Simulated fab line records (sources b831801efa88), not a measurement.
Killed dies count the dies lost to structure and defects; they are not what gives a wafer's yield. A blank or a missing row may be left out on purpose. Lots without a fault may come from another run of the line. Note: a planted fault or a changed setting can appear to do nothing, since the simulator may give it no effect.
fab line records | flow gf180mcu
record: lots: 15 wafers: 45 last_day: 34
route steps=602 shown STI@26 DNWELL@41 LVPWELL@60 MVSD@76
lots with no fault: from the same line, run without faults
start_h: hours from the record's first day to the start of the lot's first wafer shown | wait_h: hours from the lot's prior step to this one | " the same as in the row above | L1.1+2: one row covering several wafers at once | - no value, or no start given | * or withheld: withheld | < > ~ a bound
route shown NAME@n: NAME is a module with steps in the file, n the number in the route of the first one | usual: mean/standard deviation taken from wafers without a fault | same: alike in all rows | chamber/n: place in a boat | sites: each site's reading | _std_site: the standard deviation of these | _edge_site: outer sites' mean less inner sites' | radius_mm: how far each site lies from the wafer's centre | mask NAME#n: copy n | behind: the last tool/chamber to shape the wafer | hold: cause of the lot's hold/its duration in hours/its outcome | device: which transistor (n, p or np) failed to switch | end of line: the route-end tests of the same wafers | a step given without rows: its recipe and nothing more | killed: not the wafer's yield, but the dies lost to structure and defects at the first sort | map: a wafer's dies, marking killed ones x, the rest . and places with no die _
set.NAME: the setting as run; set.NAME@STEP: as run at that earlier step | model.NAME: the simulator's own value behind a step, which no gauge read
the route's steps for a sample of lots (tables are steps, rows are wafers)
services: when a tool's chamber went out of use (start_h, in hours from the record's first day, below 0 if earlier), for how many hours, and the reason
== steps ==
step: GF_STI_CMP_25
recipe: stop_on: Si3N4 t_overpolish_s: 33 down_force_psi: 4 platen_rpm: 60 target_thk_nm: 524.6 pad_velocity_m_s: 0.94248
usual: motor_current_A: 12.2/1.1 overpolish_run_s: 33.000/0.0091 time_to_endpoint_s: 122/4.9
columns lot.wafer tool chamber start_h wait_h motor_current_A overpolish_run_s time_to_endpoint_s
L167.4 cmp-02 2 28.70 0.0 11.0 32.989 121
L167.1 " 3 " " 11.2 32.998 123
L167.5 " 3 " " 11.2 32.994 125
L168.3 cmp-02 1 34.81 0.1 13.2 33.003 123
L168.2 " 3 " " 11.3 32.995 128
L168.6 " 1 " " 13.1 32.978 123
L169.1 cmp-02 0 37.89 0.1 11.6 33.003 121
L169.4 " 2 " " 11.0 32.995 119
L169.3 " 3 " " 11.1 32.992 125
L170.4 cmp-02 3 43.91 0.1 11.5 32.998 124
L170.2 " 0 " " 11.3 33.003 128
L170.1 " 1 " " 13.4 33.002 127
L171.3 cmp-01 1 48.24 0.1 11.3 33.001 123
L171.1 " 2 " " 13.1 33.008 122
L171.6 " 1 " " 11.1 33.004 125
L175.3 cmp-01 1 69.33 0.0 11.5 33.013 122
L175.4 " 0 " " 12.8 32.992 115
L175.5 " 1 " " 12.1 33.012 126
L176.4 cmp-01 0 72.94 0.1 13.0 33.005 118
L176.6 " 2 " " 14.5 33.014 127
L176.5 " 3 " " 12.2 33.002 128
L177.4 cmp-02 2 79.64 0.1 11.2 33.001 113
L177.6 " 0 " " 11.0 32.991 116
L177.5 " 1 " " 14.2 33.003 116
L179.4 cmp-01 1 89.72 0.0 11.9 33.011 124
L179.3 " 3 " " 12.9 33.011 123
L179.5 " 2 " " 14.3 33.003 119
L182.4 cmp-02 3 106.51 0.1 11.2 33.002 120
L182.1 " 0 " " 11.5 32.983 117
L182.5 " 2 " " 11.2 32.998 112
L184.1 cmp-01 2 114.91 0.1 14.0 32.984 122
L184.4 " 3 " " 12.5 33.003 132
L184.6 " 1 " " 12.3 33.003 124
L185.3 cmp-01 2 121.22 0.1 13.8 33.001 121
L185.2 " 3 " " 12.9 32.996 131
L185.5 " 0 " " 12.8 32.989 117
L187.4 cmp-02 1 133.07 0.0 13.2 32.998 124
L187.3 " 0 " " 11.9 33.005 121
L187.6 " 2 " " 10.6 33.011 123
L189.1 cmp-02 3 141.11 0.1 10.8 33.005 119
L189.6 " 2 " " 11.4 33.015 110
L189.5 " 3 " " 10.7 32.998 120
L190.3 cmp-01 2 148.23 0.1 13.8 32.977 128
L190.4 " 3 " " 12.6 33.006 131
L190.5 " 0 " " 13.3 32.996 116
step: GF_DNWELL_TW_MEAS_09
usual: DNWELL_TW: 1358/13
columns lot.wafer tool chamber start_h wait_h DNWELL_TW
L167.1 film_metro-03 - 43.40 0.1 1332
L167.4 " - " " 1338
L167.5 " - " " 1339
L168.2 film_metro-01 - 50.56 0.1 1374
L168.3 " - " " 1379
L168.6 " - " " 1374
L169.1 film_metro-03 - 53.15 0.1 1343
L169.3 " - " " 1340
L169.4 " - " " 1336
L170.1 film_metro-01 - 59.35 0.1 1364
L170.2 " - " " 1373
L170.4 " - " " 1370
L171.1 film_metro-01 - 64.15 0.1 1373
L171.3 " - " " 1371
L171.6 " - " " 1372
L175.3 film_metro-03 - 85.55 0.1 1350
L175.4 " - " " 1340
L175.5 " - " " 1350
L176.4 film_metro-03 - 88.66 0.1 1337
L176.5 " - " " 1330
L176.6 " - " " 1342
L177.4 film_metro-02 - 98.26 0.1 1359
L177.5 " - " " 1361
L177.6 " - " " 1354
L179.3 film_metro-01 - 106.91 0.1 1358
L179.4 " - " " 1369
L179.5 " - " " 1363
L182.1 film_metro-02 - 123.85 0.1 1353
L182.4 " - " " 1359
L182.5 " - " " 1355
L184.1 film_metro-01 - 132.10 0.1 1373
L184.4 " - " " 1380
L184.6 " - " " 1379
L185.2 film_metro-01 - 139.47 0.1 1374
L185.3 " - " " 1375
L185.5 " - " " 1379
L187.3 film_metro-01 - 150.78 0.1 1346
L187.4 " - " " 1344
L187.6 " - " " 1347
L189.1 film_metro-01 - 159.95 0.1 1351
L189.5 " - " " 1353
L189.6 " - " " 1355
L190.3 film_metro-02 - 167.03 0.1 1356
L190.4 " - " " 1365
L190.5 " - " " 1354
step: GF_LVPWELL_DEVELOP_06
recipe: wall_angle_deg: 90 develop_time_s: 60 dev_temp_c: 23
usual: chill_plate_temp_C: 22.98/0.099 develop_time_s: 60/0 resist_line_temp_C: 22.98/0.1
columns lot.wafer tool chamber start_h wait_h chill_plate_temp_C develop_time_s resist_line_temp_C
L167.1 litho_track-01 0 68 - 22.92 60 22.89
L167.4 " 0 " " 22.92 60 22.83
L167.5 " 0 " " 23.10 60 22.91
L168.2 litho_track-04 0 76 - 22.96 60 22.99
L168.3 " 0 " " 22.86 60 22.93
L168.6 " 0 " " 22.95 60 22.95
L169.1 litho_track-03 0 80 - 23.10 60 23.00
L169.3 " 0 " " 22.98 60 22.98
L169.4 " 0 " " 23.13 60 22.99
L170.1 litho_track-03 0 85 - 22.99 60 22.98
L170.2 " 0 " " 22.89 60 22.99
L170.4 " 0 " " 22.98 60 23.01
L171.1 litho_track-01 0 90 - 22.94 60 23.02
L171.3 " 0 " " 22.95 60 23.09
L171.6 " 0 " " 22.97 60 23.11
L175.3 litho_track-01 - 114 - - - -
L175.4 " - " " - - -
L175.5 " - " " - - -
L176.4 litho_track-01 - 116 - - - -
L176.5 " - " " - - -
L176.6 " - 117 - - - -
L177.4 litho_track-01 - 127 - - - -
L177.5 " - " " - - -
L177.6 " - " " - - -
L179.3 litho_track-03 0 136 - 23.02 60 23.10
L179.4 " 0 " " 22.85 60 22.95
L179.5 " 0 " " 22.98 60 23.07
L182.1 litho_track-03 0 154 - 22.98 60 23.06
L182.4 " 0 " " 22.96 60 23.06
L182.5 " 0 " " 22.96 60 22.83
L184.1 litho_track-03 0 164 - 23.15 60 23.08
L184.4 " 0 " " 23.04 60 22.93
L184.6 " 0 " " 23.19 60 22.99
L185.2 litho_track-04 0 171 - 23.03 60 22.94
L185.3 " 0 " " 22.85 60 22.98
L185.5 " 0 " " 23.02 60 22.76
L187.3 litho_track-01 0 183 - 23.09 60 22.99
L187.4 " 0 184 - 23.08 60 22.95
L187.6 " 0 " " 23.01 60 23.07
L189.1 litho_track-04 0 193 - 22.96 60 22.88
L189.5 " 0 " " 23.08 60 23.03
L189.6 " 0 " " 22.86 60 23.09
L190.3 litho_track-03 0 200 - 23.01 60 22.70
L190.4 " 0 " " 22.91 60 22.87
L190.5 " 0 201 - 22.89 60 22.87
step: GF_MVSD_STRIP_10
recipe: chemistry: O2/N2 power_w: 1400 pressure_mtorr: 1500 platen_temp_c: 250 o2_flow_sccm: 3000 n2_flow_sccm: 300 overash_fraction: 0.5
usual: drypump_motor_current_A: 5.9/0.33 heater_power_w: 351/42 oes_product_au: 0.722/0.0044 platen_temp_c: 250.03/0.17 strip_time_to_endpoint_s: 37.06/0.11
columns lot.wafer tool chamber start_h wait_h drypump_motor_current_A heater_power_w oes_product_au platen_temp_c rf_hours_counter_h strip_time_to_endpoint_s
L167.1 plasma_asher-01 0 83.09 0.1 6.4 420 0.717 250.23 41 37.11
L167.4 " 1 " " 5.9 347 0.724 249.74 - 37.13
L167.5 " 0 " " 6.4 421 0.718 250.09 - 37.22
L168.2 plasma_asher-01 1 90.09 0.1 5.9 348 0.715 250.13 42 36.84
L168.3 " 1 " " 5.9 355 0.725 250.01 - 36.92
L168.6 " 0 " " 6.4 407 0.718 249.72 - 36.91
L169.1 plasma_asher-01 0 94.29 0.1 6.4 412 0.731 250.12 43 37.16
L169.3 " 1 " " 5.9 345 0.729 250.13 - 37.04
L169.4 " 0 " " 6.4 416 0.728 250.30 - 37.02
L170.1 plasma_asher-04 1 100.57 0.1 5.5 324 0.725 249.99 43 37.16
L170.2 " 0 " " 5.8 353 0.721 250.44 43 37.13
L170.4 " 0 " " 5.8 344 0.726 249.90 - 37.01
L171.1 plasma_asher-01 0 105.99 0.1 6.4 423 0.725 249.54 44 37.15
L171.3 " 1 " " 5.9 354 0.730 250.31 - 37.32
L171.6 " 0 " " 6.4 409 0.723 249.74 - 37.11
L175.3 plasma_asher-01 1 130.35 0.1 5.9 348 0.719 250.17 - 36.98
L175.4 " 0 " " 6.3 412 0.731 249.91 - 37.04
L175.5 " 1 " " 5.9 349 0.720 250.08 - 36.98
L176.4 plasma_asher-02 0 132.63 0.1 5.5 329 0.714 250.00 - 37.19
L176.5 " 1 " " 5.6 295 0.721 250.02 - 37.19
L176.6 " 0 " " 5.5 337 0.715 250.20 - 37.28
L177.4 plasma_asher-04 1 144.48 0.1 5.5 310 0.714 249.99 - 37.17
L177.5 " 0 " " 5.8 342 0.716 249.89 - 37.09
L177.6 " 1 " " 5.5 312 0.721 249.99 - 36.96
L179.3 plasma_asher-01 1 153.08 0.1 5.9 354 0.721 249.85 - 37.24
L179.4 " 0 " " 6.4 416 0.722 250.30 - 37.22
L179.5 " 1 " " 5.9 355 0.718 250.33 - 37.22
L182.1 plasma_asher-02 1 172.44 0.1 5.6 297 0.721 249.98 40 37.17
L182.4 " 0 " " 5.5 334 0.724 249.97 - 37.10
L182.5 " 0 " " 5.5 331 0.722 250.05 - 37.17
L184.1 plasma_asher-04 1 181.17 0.1 5.5 308 0.719 250.21 52 37.17
L184.4 " 0 " " 5.8 351 0.731 249.88 - 37.26
L184.6 " 0 " " 5.8 344 0.720 249.90 - 37.14
L185.2 plasma_asher-04 1 188.37 0.1 5.5 308 0.716 250.24 52 36.99
L185.3 " 1 " " 5.5 308 0.718 249.96 - 37.02
L185.5 " 0 " " 5.8 337 0.723 249.83 - 37.10
L187.3 plasma_asher-02 0 201.53 0.1 5.5 325 0.732 249.83 - 37.11
L187.4 " 1 " " 5.6 291 0.719 249.89 - 36.93
L187.6 " 1 " " 5.6 292 0.719 250.02 - 37.07
L189.1 plasma_asher-02 0 211.14 0.1 5.5 323 0.724 250.22 44 36.99
L189.5 " 1 " " 5.6 292 0.729 250.43 - 37.05
L189.6 " 0 " " 5.5 335 0.728 249.99 - 37.12
L190.3 plasma_asher-01 1 218.68 0.1 5.9 362 0.720 249.90 - 37.03
L190.4 " 0 " " 6.4 411 0.727 250.17 - 37.14
L190.5 " 0 " " 6.4 428 0.719 250.13 - 37.08
== services ==
columns tool chamber start_h hours kind
cmp-01 - 30.60 1.0 repair
cmp-01 - 58.10 6.2 pm
cmp-02 - 64.00 4.0 pm
cmp-01 - 64.45 0.9 repair
cmp-02 - 68.00 - consumable_replace:conditioner
cmp-02 - 68.00 - consumable_replace:pad
cmp-01 - 77.44 0.9 repair
plasma_asher-04 - 95.88 1.6 repair
cmp-01 - 100.91 4.0 pm
cmp-01 - 108.56 1.7 repair
cmp-02 - 115.90 7.4 pm
cmp-02 - 129.31 2.0 repair
cmp-02 - 135.48 3.3 repair
cmp-02 - 138.72 1.0 repair
cmp-02 - 147.04 1.6 repair
cmp-01 - 150.75 2.9 repair
cmp-02 - 161.13 5.5 pm
cmp-02 - 171.44 1.1 repair
plasma_asher-04 - 172.28 1.1 repair
plasma_asher-02 - 213.67 12.6 repair
== key ==
first_sign: step: GF_LVPWELL_DEVELOP_06 reading: tool_record direction: missing
effect none on later readings
met_at GF_LVPWELL_DEVELOP_06
struck_lots L175,L176,L177
sort_left_out L175.3,L175.4,L175.5,L176.4,L176.5,L176.6,L177.4,L177.5,L177.6
tester_left_out L175,L176,L177
not_acting_at GF_STI_CMP_25,GF_DNWELL_TW_MEAS_09,GF_MVSD_STRIP_10
onset_between 90 114
fault: kind: skipped_step_whole tool: litho_track-01 chamber: - onset_h: 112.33 steps: GF_LVPWELL_DEVELOP_06 scope: struck_lots_only
tester_left_out: of these lots the tester's yield and bins aren't shown, on N5 and GAA mostly nor the transistor test; their killed dies are dies lost to structure and defects alone, not to doping, threshold or leakage, so they don't give the yield
sort_left_out: the simulated sort isn't trusted on such a fault, so these wafers' sort isn't shown, and their yield isn't known
